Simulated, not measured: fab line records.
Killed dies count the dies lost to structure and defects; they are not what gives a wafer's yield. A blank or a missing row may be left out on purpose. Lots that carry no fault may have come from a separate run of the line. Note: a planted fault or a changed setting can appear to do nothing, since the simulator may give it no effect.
fab line records | flow sky130
record: lots: 24 wafers: 72 last-day: 50
route steps=708 shown VIA2@520 CAPM@549 METAL3@564 VIA3@575 CAP2M@617
lots that met no fault: from a run of the same line without faults
start-h: start of the lot's first displayed wafer, in hours after the record's first day | wait-h: hours from the lot's prior step to this one | " as in the row above | L1.1+2: several wafers, shown together as one row | - no value present, or no start provided | * or withheld: withheld | < > ~ a bound
route shown NAME@n: NAME is a module with steps in the file, n the number in the route of the first one | usual: mean and standard deviation over wafers with no fault | same: alike in all rows | chamber/n: place in a boat | sites: each site's reading | _std_site: the values' standard deviation | _edge_site: inner sites' mean taken away from outer sites' mean | radius-mm: for every site, how far away it sits from the centre of the wafer | mask NAME#n: copy n | behind: tool/chamber where the wafer was last shaped | hold: why the lot went on hold/how many hours it stayed there/how the hold came to an end | device: which transistor (n, p or np) failed to switch | end of line: the route-end tests of the same wafers | a step given without rows: its recipe and nothing more | killed: not the wafer's yield, but the dies lost to structure and defects at the first sort | map: a wafer's dies, marking killed ones x, the rest . and places with no die _
set.NAME: the setting as run; set.NAME@STEP: as run at that earlier step | model.NAME: the simulator's own value behind a step, which no gauge read
the route's steps for a sample of lots (tables are steps, rows are wafers)
services: when a tool's chamber went out of use (start-h, in hours from the record's first day, below 0 if earlier), for how many hours, and the reason
== steps ==
step: SKY_VIA2_OVL_MEAS_13
usual: VIA2_OVL: 4/4.9
columns lot.wafer tool chamber start-h wait-h VIA2_OVL[nm]
L074.2 overlay-01 - 841.70 0.1 5
L074.4 " - " " 0
L074.5 " - " " 6
L075.1 overlay-02 - 852.87 0.1 6
L075.2 " - " " 4
L075.3 " - " " 3
L076.1 overlay-01 - 860.82 0.1 0
L076.5 " - " " -3
L076.6 " - " " 4
L077.1 overlay-02 - 863.58 0.1 4
L077.2 " - " " 3
L077.5 " - " " 3
L078.3 overlay-01 - 880.48 0.1 8
L078.5 " - " " 11
L078.6 " - " " 7
L079.1 overlay-02 - 894.52 0.1 -2
L079.3 " - " " -3
L079.4 " - " " -3
L081.2 overlay-02 - 903.98 0.1 6
L081.4 " - " " 4
L081.5 " - " " 4
L080.2 overlay-01 - 905.74 0.1 6
L080.3 " - " " 3
L080.4 " - " " 6
L082.1 overlay-02 - 908.32 0.1 12
L082.2 " - " " 5
L082.4 " - " " 1
L083.2 overlay-01 - 918.09 0.1 8
L083.4 " - " " 3
L083.6 " - " " 9
L085.2 overlay-02 - 948.73 0.1 4
L085.3 " - " " -4
L085.6 " - " " -2
L086.1 overlay-01 - 951.62 0.1 -7
L086.3 " - " " 0
L086.5 " - " " 2
L084.4 overlay-01 - 952.29 0.1 10
L084.5 " - " " 13
L084.6 " - " " 7
L087.1 overlay-01 - 952.57 0.1 0
L087.2 " - " " 2
L087.4 " - " " 0
L088.2 overlay-02 - 953.39 0.1 0
L088.3 " - " " 0
L088.5 " - " " -2
L089.1 overlay-02 - 956.97 0.1 9
L089.3 " - " " 11
L089.6 " - " " 10
L090.1 overlay-02 - 960.67 0.1 4
L090.2 " - " " 1
L090.5 " - " " 1
L091.2 overlay-01 - 973.43 0.1 3
L091.4 " - " " 12
L091.5 " - " " 8
L092.3 overlay-01 - 992.79 0.1 1
L092.4 " - " " -1
L092.5 " - " " -1
L093.1 overlay-01 - 995.67 0.1 8
L093.4 " - " " 11
L093.5 " - " " 8
L094.3 overlay-02 - 998.63 0.1 -5
L094.4 " - " " -1
L094.6 " - " " -2
L095.1 overlay-01 - 1003.89 0.1 6
L095.2 " - " " 9
L095.3 " - " " 7
L096.2 overlay-01 - 1010.03 0.1 7
L096.3 " - " " 5
L096.4 " - " " 4
L097.2 overlay-01 - 1010.39 0.1 12
L097.5 " - " " 11
L097.6 " - " " 14
step: SKY_VIA2_CMP_24
recipe: stop-on: SiO2 t-overpolish-s: 20 down-force-psi: 3.5 platen-rpm: 60 target-thk-nm: 0 pad-velocity-m-s: 0.94248
usual: edge-zone-pressure-frac: 0.999/0.0055 motor-current-A: 11.1/1.1 overpolish-run-s: 20.000/0.0097 retaining-ring-pressure-frac: 0.999/0.0048 time-to-endpoint-s: 103/3.3
columns lot.wafer tool chamber start-h wait-h edge-zone-pressure-frac motor-current-A overpolish-run-s retaining-ring-pressure-frac time-to-endpoint-s
L074.4 cmp-01 0 842.81 0.0 1.003 10.7 20.000 0.993 104
L074.2 " 3 " " 0.995 11.7 19.999 1.005 101
L074.5 " 1 " " 0.999 10.5 19.987 0.999 102
L075.3 cmp-01 3 854.54 0.1 0.996 11.3 19.995 0.994 95
L075.2 " 0 " " 1.005 10.3 19.992 1.003 98
L075.1 " 1 " " 0.995 10.9 20.006 0.992 102
L076.1 cmp-02 1 862.13 0.1 1.012 10.8 20.012 0.997 104
L076.6 " 0 " " 1.002 9.0 19.985 1.004 103
L076.5 " 1 " " 1.014 10.7 19.993 0.992 100
L077.2 cmp-02 0 864.81 0.1 1.001 8.9 19.998 1.005 101
L077.1 " 1 " " 0.998 10.7 19.989 0.995 101
L077.5 " 0 " " 1.004 9.2 19.978 1.001 99
L078.3 cmp-01 2 881.66 0.1 0.998 12.6 19.990 1.000 103
L078.5 " 1 " " 0.998 10.9 19.985 0.995 103
L078.6 " 2 " " 1.002 13.1 20.014 1.003 105
L079.4 cmp-02 2 895.63 0.0 0.998 11.5 19.994 1.001 95
L079.3 " 0 " " 1.000 9.0 20.012 0.997 97
L079.1 " 1 " " 1.001 11.1 20.006 1.001 99
L081.2 cmp-02 0 905.08 0.0 0.999 9.1 19.990 0.999 104
L081.4 " 3 " " 0.996 12.6 20.001 1.003 105
L081.5 " 0 " " 0.998 9.7 19.995 1.000 106
L080.4 cmp-01 2 906.89 0.1 1.002 12.5 20.002 1.001 99
L080.2 " 3 " " 0.990 12.1 20.007 0.995 99
L080.3 " 0 " " 1.006 10.5 19.984 1.003 104
L082.2 cmp-01 3 909.44 0.0 0.998 12.2 19.997 0.993 102
L082.1 " 0 " " 0.998 10.2 19.989 0.998 105
L082.4 " 1 " " 0.994 10.3 20.005 1.000 105
L083.2 cmp-02 1 919.18 0.0 0.999 10.7 19.997 0.992 110
L083.4 " 3 " " 0.999 12.2 20.003 1.007 109
L083.6 " 1 " " 0.997 10.5 19.989 0.993 113
L085.3 cmp-01 3 949.89 0.0 0.991 12.2 19.995 0.997 100
L085.2 " 1 " " 0.996 10.6 19.991 0.997 105
L085.6 " 0 " " 0.995 10.0 19.991 1.001 104
L086.3 cmp-02 2 952.82 0.1 1.003 10.5 19.997 1.003 103
L086.1 " 0 " " 0.995 9.1 19.988 0.998 105
L086.5 " 1 " " 1.009 10.5 20.008 0.996 106
L084.4 cmp-02 3 953.44 0.1 1.000 11.8 20.012 0.996 104
L084.5 " 2 " " 1.006 11.5 19.992 0.998 103
L084.6 " 3 " " 0.998 12.4 20.009 0.997 99
L087.4 cmp-02 0 954.13 0.0 0.994 9.4 20.001 1.000 103
L087.1 " 1 " " 0.990 10.5 20.005 0.998 108
L087.2 " 2 " " 1.000 11.0 20.007 0.996 103
L088.2 cmp-01 1 954.67 0.1 1.004 9.7 20.000 1.003 104
L088.3 " 2 " " 0.998 13.3 20.002 0.996 103
L088.5 " 0 " " 1.011 10.0 19.986 1.004 104
L089.1 cmp-01 0 958.64 0.1 0.996 10.2 19.989 0.996 107
L089.3 " 1 " " 1.004 10.6 20.010 1.006 106
L089.6 " 3 " " 1.001 11.7 19.987 1.004 105
L090.2 cmp-01 0 961.82 0.0 1.002 10.9 20.005 0.996 103
L090.1 " 3 " " 0.999 11.5 20.005 0.997 104
L090.5 " 1 " " 0.997 10.4 20.019 1.005 100
L091.2 cmp-01 2 974.66 0.1 1.002 13.3 19.996 0.987 103
L091.4 " 3 " " 0.992 12.2 19.991 0.996 103
L091.5 " 0 " " 0.996 10.3 20.005 1.006 106
L092.3 cmp-01 0 994.02 0.1 1.001 10.5 20.014 1.012 100
L092.4 " 1 " " 1.004 10.7 19.994 1.001 105
L092.5 " 2 " " 0.992 13.1 20.025 1.008 103
L093.4 cmp-01 3 996.92 0.1 0.993 11.7 20.001 1.001 107
L093.1 " 0 " " 1.006 10.2 20.009 0.997 105
L093.5 " 2 " " 1.004 12.4 20.008 0.997 102
L094.4 cmp-01 2 999.86 0.1 0.997 11.5 19.991 1.000 102
L094.3 " 0 " " 0.995 10.6 20.001 0.990 105
L094.6 " 1 " " 0.997 11.1 20.014 0.993 105
L095.1 cmp-02 1 1005.35 0.3 0.992 11.0 20.021 1.000 106
L095.2 " 2 " " 1.005 11.1 20.011 1.006 104
L095.3 " 3 " " 1.015 12.3 19.999 1.003 101
L096.4 cmp-02 1 1011.28 0.0 1.002 10.6 20.017 0.996 110
L096.3 " 3 " " 0.995 12.3 20.006 0.993 106
L096.2 " 0 " " 0.997 9.5 19.999 0.996 107
L097.2 cmp-01 2 1011.75 0.2 1.005 12.6 19.990 1.005 100
L097.6 " 0 " " 0.999 10.7 19.998 1.004 102
L097.5 " 1 " " 1.001 10.8 19.988 0.997 105
step: SKY_CAPM_OVL_MEAS_12
usual: CAPM_OVL: -0.4/1.7
columns lot.wafer tool chamber start-h wait-h CAPM_OVL[nm]
L074.2 overlay-01 - 869.07 0.1 0.4
L074.4 " - " " -2.0
L074.5 " - " " 0.6
L075.1 overlay-02 - 880.80 0.1 1.1
L075.2 " - " " 0.9
L075.3 " - " " 1.5
L076.1 overlay-02 - 888.50 0.1 -1.6
L076.5 " - " " -1.8
L076.6 " - " " -1.5
L077.1 overlay-01 - 890.90 0.1 2.2
L077.2 " - " " 2.4
L077.5 " - " " 2.4
L078.3 overlay-02 - 907.26 0.1 -0.7
L078.5 " - " " -1.4
L078.6 " - " " -1.9
L079.1 overlay-02 - 921.11 0.1 0.2
L079.3 " - " " -0.6
L079.4 " - " " -1.2
L081.2 overlay-02 - 930.01 0.1 1.2
L081.4 " - " " -0.2
L081.5 " - " " 0.8
L080.2 overlay-01 - 932.06 0.1 -0.6
L080.3 " - " " 0.7
L080.4 " - " " -0.6
L082.1 overlay-02 - 934.36 0.1 -0.8
L082.2 " - " " -1.6
L082.4 " - " " -2.8
L083.2 overlay-02 - 944.11 0.1 2.3
L083.4 " - " " 0.6
L083.6 " - " " 3.0
L085.2 overlay-02 - 974.82 0.1 1.8
L085.3 " - " " 2.6
L085.6 " - " " 1.1
L086.1 overlay-01 - 977.00 0.1 2.2
L086.3 " - " " 1.2
L086.5 " - " " -0.5
L084.4 overlay-01 - 977.67 0.1 -2.0
L084.5 " - " " -3.4
L084.6 " - " " -2.6
L087.1 overlay-02 - 979.21 0.1 -2.4
L087.2 " - " " -1.6
L087.4 " - " " -0.9
L088.2 overlay-01 - 979.52 0.1 -0.2
L088.3 " - " " 0.3
L088.5 " - " " 0.0
L089.1 overlay-02 - 982.41 0.1 -0.5
L089.3 " - " " -0.8
L089.6 " - " " 0.1
L090.1 overlay-01 - 985.61 0.1 -2.7
L090.2 " - " " -1.2
L090.5 " - " " -1.6
L091.2 overlay-01 - 998.82 0.1 -3.8
L091.4 " - " " -2.6
L091.5 " - " " -3.0
L092.3 overlay-01 - 1017.46 0.1 -0.4
L092.4 " - " " 0.4
L092.5 " - " " 1.9
L093.1 overlay-02 - 1020.50 0.1 0.0
L093.4 " - " " -0.8
L093.5 " - " " -0.4
L094.3 overlay-01 - 1022.86 0.1 -1.2
L094.4 " - " " 0.5
L094.6 " - " " -0.4
L095.1 overlay-02 - 1028.26 0.1 -2.5
L095.2 " - " " -3.9
L095.3 " - " " -1.4
L096.2 overlay-01 - 1034.72 0.1 0.6
L096.3 " - " " 1.6
L096.4 " - " " 1.0
L097.2 overlay-01 - 1035.36 0.1 1.3
L097.5 " - " " -1.3
L097.6 " - " " -2.3
step: SKY_METAL3_OVL_MEAS_14
usual: METAL3_OVL: -4/6.5
columns lot.wafer tool chamber start-h wait-h METAL3_OVL[nm]
L074.2 overlay-01 - 895.34 0.1 0
L074.4 " - " " -10
L074.5 " - " " -4
L075.1 overlay-02 - 907.02 0.1 1
L075.2 " - " " -8
L075.3 " - " " 3
L076.1 overlay-01 - 914.33 0.1 -5
L076.5 " - " " -5
L076.6 " - " " 0
L077.1 overlay-01 - 917.13 0.1 5
L077.2 " - " " 2
L077.5 " - " " 7
L078.3 overlay-01 - 932.98 0.1 0
L078.5 " - " " 2
L078.6 " - " " 4
L079.1 overlay-02 - 946.07 0.1 -19
L079.3 " - " " -14
L079.4 " - " " -12
L081.2 overlay-02 - 954.64 0.1 -10
L081.4 " - " " -22
L081.5 " - " " -16
L080.2 overlay-02 - 957.64 0.1 4
L080.3 " - " " -4
L080.4 " - " " -8
L082.1 overlay-02 - 960.32 0.1 0
L082.2 " - " " -4
L082.4 " - " " -4
L083.2 overlay-02 - 969.88 0.1 11
L083.4 " - " " 6
L083.6 " - " " 3
L085.2 overlay-02 - 999.03 0.1 -11
L085.3 " - " " -13
L085.6 " - " " -14
L086.1 overlay-01 - 1001.17 0.1 -1
L086.3 " - " " -1
L086.5 " - " " -2
L084.4 overlay-02 - 1002.15 0.1 -8
L084.5 " - " " -6
L084.6 " - " " -9
L087.1 overlay-01 - 1003.77 0.1 4
L087.2 " - " " 4
L087.4 " - " " 5
L088.2 overlay-02 - 1003.88 0.1 2
L088.3 " - " " 1
L088.5 " - " " 1
L089.1 overlay-01 - 1006.58 0.1 -10
L089.3 " - " " -2
L089.6 " - " " -6
L090.1 overlay-02 - 1010.03 0.1 -9
L090.2 " - " " -4
L090.5 " - " " 4
L091.2 overlay-01 - 1021.43 0.1 -1
L091.4 " - " " 4
L091.5 " - " " 2
L092.3 overlay-01 - 1040.68 0.1 -15
L092.4 " - " " -14
L092.5 " - " " -14
L093.1 overlay-01 - 1043.43 0.1 -4
L093.4 " - " " -7
L093.5 " - " " -7
L094.3 overlay-01 - 1046.84 0.1 -6
L094.4 " - " " -3
L094.6 " - " " 0
L095.1 overlay-01 - 1051.32 0.1 -11
L095.2 " - " " -4
L095.3 " - " " -2
L096.2 overlay-02 - 1057.48 0.1 -8
L096.3 " - " " -10
L096.4 " - " " -16
L097.2 overlay-01 - 1058.23 0.1 -4
L097.5 " - " " -12
L097.6 " - " " -9
step: SKY_VIA3_CMP_02
recipe: material: SiO2 down-force-psi: 4 platen-rpm: 60 pad-velocity-m-s: 0.94248
usual: edge-zone-pressure-frac: 1.000/0.0048 motor-current-A: 12.0/1.2 retaining-ring-pressure-frac: 0.999/0.0047
columns lot.wafer tool chamber start-h wait-h edge-zone-pressure-frac motor-current-A retaining-ring-pressure-frac
L074.2 cmp-02 0 897.28 0.6 1.002 9.8 0.996
L074.4 " 1 " " 1.003 12.2 1.007
L074.5 " 3 " " 1.014 13.3 1.009
L075.2 cmp-02 3 908.21 0.0 1.005 13.0 1.001
L075.1 " 1 " " 0.999 11.8 1.003
L075.3 " 2 " " 0.996 11.5 0.994
L076.1 cmp-01 3 915.56 0.1 1.000 12.1 0.991
L076.5 " 2 " " 0.997 13.2 1.011
L076.6 " 3 " " 1.003 13.4 0.998
L077.1 cmp-02 1 918.49 0.1 0.997 11.6 1.000
L077.2 " 2 " " 0.998 12.0 0.998
L077.5 " 0 " " 0.990 10.1 1.002
L078.3 cmp-01 2 934.26 0.1 1.000 13.6 1.008
L078.6 " 0 " " 0.989 11.0 1.002
L078.5 " 1 " " 0.997 12.1 1.001
L079.4 cmp-02 0 947.25 0.0 0.997 9.9 1.005
L079.1 " 2 " " 1.003 12.8 1.002
L079.3 " 3 " " 1.000 14.3 0.988
L081.2 cmp-01 1 955.93 0.0 1.004 10.8 0.997
L081.4 " 0 " " 0.997 11.1 1.000
L081.5 " 1 " " 1.006 11.4 0.992
L080.2 cmp-02 1 958.88 0.0 0.991 12.1 0.991
L080.4 " 3 " " 1.002 13.5 1.000
L080.3 " 0 " " 1.002 10.7 1.007
L082.1 cmp-02 3 961.97 0.1 0.997 12.6 0.991
L082.4 " 1 " " 1.001 11.6 1.001
L082.2 " 2 " " 1.000 12.5 1.000
L083.4 cmp-01 2 971.10 0.1 1.001 13.1 0.998
L083.2 " 3 " " 1.003 12.9 0.999
L083.6 " 2 " " 1.005 13.5 1.002
L085.2 cmp-02 3 1000.22 0.0 1.001 12.7 0.995
L085.3 " 1 " " 1.007 11.6 0.999
L085.6 " 3 " " 0.999 12.6 0.999
L086.1 cmp-02 0 1002.44 0.1 1.002 10.4 1.001
L086.3 " 2 " " 1.006 11.9 0.999
L086.5 " 3 " " 0.998 13.5 0.999
L084.4 cmp-02 1 1003.40 0.1 1.007 12.2 1.001
L084.6 " 0 " " 1.002 10.4 1.006
L084.5 " 1 " " 0.994 11.5 0.997
L087.1 cmp-02 0 1005.00 0.1 0.996 10.5 0.991
L087.4 " 1 " " 1.004 11.3 1.001
L087.2 " 2 " " 0.998 11.9 1.003
L088.2 cmp-01 1 1005.05 0.0 0.998 12.2 0.999
L088.3 " 2 " " 1.000 13.0 0.996
L088.5 " 2 " " 1.001 13.9 0.986
L089.1 cmp-02 0 1007.87 0.1 0.998 9.9 0.999
L089.3 " 1 " " 0.995 12.4 0.996
L089.6 " 2 " " 1.001 12.3 0.999
L090.1 cmp-02 3 1011.58 0.2 0.995 13.6 1.003
L090.2 " 2 " " 1.003 12.5 1.000
L090.5 " 0 " " 0.999 10.2 0.995
L091.4 cmp-02 1 1022.64 0.0 1.002 12.0 0.999
L091.2 " 3 " " 1.003 12.9 0.994
L091.5 " 2 " " 0.992 12.0 0.992
L092.4 cmp-02 0 1041.88 0.0 0.999 10.3 1.006
L092.3 " 3 " " 1.006 13.9 1.004
L092.5 " 1 " " 1.005 12.0 1.004
L093.4 cmp-02 0 1044.76 0.2 1.004 10.3 0.998
L093.1 " 2 " " 1.005 12.2 0.998
L093.5 " 0 " " 0.999 9.8 1.001
L094.3 cmp-02 2 1048.10 0.0 1.001 12.2 0.992
L094.4 " 3 " " 1.013 13.6 1.000
L094.6 " 3 " " 1.005 13.1 0.998
L095.1 cmp-01 2 1052.64 0.1 1.002 14.1 0.996
L095.2 " 3 " " 1.010 13.4 0.994
L095.3 " 0 " " 0.992 11.2 0.998
L096.3 cmp-02 3 1058.79 0.0 0.998 13.2 0.998
L096.2 " 0 " " 1.003 9.6 0.999
L096.4 " 1 " " 0.998 12.2 0.998
L097.2 cmp-02 3 1059.72 0.1 0.997 13.4 1.003
L097.6 " 1 " " 1.007 11.7 0.997
L097.5 " 2 " " 1.004 12.1 1.012
step: SKY_CAP2M_STRIP_14
recipe: chemistry: O2/N2 power-w: 1400 pressure-mtorr: 1500 platen-temp-c: withheld o2-flow-sccm: 3000 n2-flow-sccm: 300 overash-fraction: 0.5
usual: drypump-motor-current-A: 5.9/0.61 o2-flow-sccm: 3001/9.1 oes-product-au: 0.710/0.0051 strip-time-to-endpoint-s: 12.64/0.049
columns lot.wafer tool chamber start-h wait-h drypump-motor-current-A o2-flow-sccm oes-product-au rf-hours-counter-h strip-time-to-endpoint-s
L074.2 plasma-asher-01 0 949.42 0.1 5.8 3008 0.709 78 12.71
L074.4 " 0 " " 5.8 3001 0.710 - 12.69
L074.5 " 1 " " 4.8 3009 0.716 - 12.69
L075.1 plasma-asher-02 0 960.41 0.1 6.4 3009 0.711 114 12.57
L075.2 " 1 " " 6.1 3007 0.716 114 12.59
L075.3 " 0 " " 6.3 3018 0.709 - 12.55
L076.1 plasma-asher-02 0 965.62 0.1 6.4 2999 0.707 114 12.70
L076.5 " 0 " " 6.3 3009 0.706 - 12.70
L076.6 " 1 " " 6.0 2992 0.706 - 12.65
L077.1 plasma-asher-01 1 969.02 0.1 4.8 3013 0.708 80 12.67
L077.2 " 0 " " 5.7 2999 0.710 80 12.58
L077.5 " 0 " " 5.8 2986 0.718 - 12.60
L078.3 plasma-asher-01 1 984.00 0.1 4.8 3002 0.710 - 12.60
L078.5 " 1 " " 4.8 3003 0.705 - 12.63
L078.6 " 0 " " 5.8 2996 0.703 - 12.62
L079.1 plasma-asher-04 1 996.11 0.1 5.8 3002 0.699 60 12.72
L079.3 " 1 " " 5.8 3006 0.703 - 12.72
L079.4 " 0 " " 6.8 3014 0.715 - 12.71
L081.2 plasma-asher-02 0 1004.77 0.1 6.4 3003 0.713 118 12.66
L081.4 " 1 " " 6.1 2984 0.698 - 12.64
L081.5 " 1 " " 6.0 2986 0.712 - 12.61
L080.2 plasma-asher-04 1 1007.56 0.1 5.8 3001 0.704 61 12.59
L080.3 " 0 " " 6.9 2995 0.702 - 12.61
L080.4 " 1 " " 5.8 2990 0.697 - 12.59
L082.1 plasma-asher-02 1 1010.86 0.1 6.0 2992 0.708 119 12.66
L082.2 " 0 " " 6.4 3003 0.704 119 12.61
L082.4 " 1 " " 6.0 2997 0.711 - 12.65
L083.2 plasma-asher-04 1 1020.62 0.1 5.8 3016 0.710 62 12.65
L083.4 " 1 " " 5.8 3001 0.708 - 12.68
L083.6 " 0 " " 6.8 2982 0.720 - 12.64
L085.2 plasma-asher-01 0 1047.12 0.1 5.8 3002 0.720 87 12.61
L085.3 " 0 " " 5.7 2990 0.706 - 12.59
L085.6 " 1 " " 4.8 3000 0.710 - 12.57
L086.1 plasma-asher-01 0 1049.61 0.1 5.7 3010 0.713 87 12.56
L086.3 " 0 " " 5.8 3011 0.710 - 12.65
L086.5 " 1 " " 4.8 2995 0.717 - 12.69
L084.4 plasma-asher-04 0 1050.75 0.1 6.8 2991 0.701 - 12.57
L084.5 " 0 " " 6.8 2999 0.699 - 12.61
L084.6 " 1 " " 5.8 3009 0.711 - 12.66
L087.1 plasma-asher-02 1 1052.52 0.1 6.0 3008 0.710 123 12.70
L087.2 " 0 " " 6.3 3010 0.715 123 12.67
L087.4 " 1 " " 6.0 3008 0.714 - 12.66
L088.2 plasma-asher-01 1 1052.82 0.1 4.8 2998 0.707 88 12.68
L088.3 " 1 " " 4.8 2998 0.714 - 12.68
L088.5 " 1 " " 4.8 2998 0.712 - 12.69
L089.1 plasma-asher-02 0 1054.21 0.1 6.4 3003 0.720 123 12.59
L089.3 " 1 " " 6.0 2987 0.706 - 12.61
L089.6 " 0 " " 6.4 2997 0.710 - 12.61
L090.1 plasma-asher-01 0 1059.07 0.1 5.7 3006 0.710 89 12.61
L090.2 " 1 " " 4.8 3011 0.713 89 12.60
L090.5 " 0 " " 5.7 2998 0.704 - 12.59
L091.2 plasma-asher-04 0 1074.37 0.1 6.9 3013 0.711 68 12.55
L091.4 " 1 " " 5.8 3005 0.714 - 12.60
L091.5 " 1 " " 5.8 2994 0.704 - 12.59
L092.3 plasma-asher-02 1 1086.23 0.1 6.0 3010 0.710 - 12.68
L092.4 " 0 " " 6.4 2998 0.717 - 12.66
L092.5 " 1 " " 6.0 3001 0.714 - 12.67
L093.1 plasma-asher-02 1 1089.16 0.1 6.0 2998 0.707 2 12.70
L093.4 " 1 " " 6.0 2998 0.707 - 12.70
L093.5 " 0 " " 6.4 2997 0.715 - 12.69
L094.3 plasma-asher-04 0 1091.45 0.1 6.8 2994 0.715 - 12.72
L094.4 " 1 " " 5.8 2987 0.711 - 12.66
L094.6 " 1 " " 5.8 3001 0.710 - 12.67
L095.1 plasma-asher-02 1 1095.87 0.1 6.0 2998 0.701 3 12.68
L095.2 " 0 " " 6.3 2988 0.717 3 12.67
L095.3 " 1 " " 6.0 3000 0.708 - 12.65
L096.2 plasma-asher-04 1 1102.12 0.1 5.8 3008 0.714 71 12.66
L096.3 " 1 " " 5.8 3006 0.711 - 12.70
L096.4 " 0 " " 6.8 3015 0.702 - 12.68
L097.2 plasma-asher-01 1 1102.47 0.1 4.8 3005 0.713 93 12.67
L097.5 " 0 " " 5.8 3005 0.712 - 12.66
L097.6 " 1 " " 4.8 3010 0.712 - 12.70
== services ==
columns tool chamber start-h hours kind
plasma-asher-02 - 865.10 2.8 pm
cmp-01 - 884.93 12.3 pm
cmp-02 - 902.09 2.6 repair
cmp-02 - 912.00 4.0 pm
cmp-02 - 916.00 - consumable-replace:conditioner
cmp-02 - 916.00 - consumable-replace:pad
cmp-01 - 942.26 0.4 repair
plasma-asher-04 - 963.94 2.8 pm
cmp-01 - 995.22 0.8 repair
plasma-asher-01 - 997.53 1.6 repair
cmp-02 - 1015.25 3.9 pm
plasma-asher-02 - 1055.25 9.0 pm
plasma-asher-02 0 1055.25 9.0 vent-cycle
plasma-asher-02 1 1055.25 9.0 vent-cycle
plasma-asher-02 0 1064.25 - clean
plasma-asher-02 1 1064.25 - clean
cmp-01 - 1084.27 4.0 pm
cmp-01 - 1088.27 - consumable-replace:conditioner
cmp-01 - 1088.27 - consumable-replace:pad
plasma-asher-02 - 1090.13 2.8 repair
cmp-01 - 1099.28 2.9 repair
== key ==
fault none
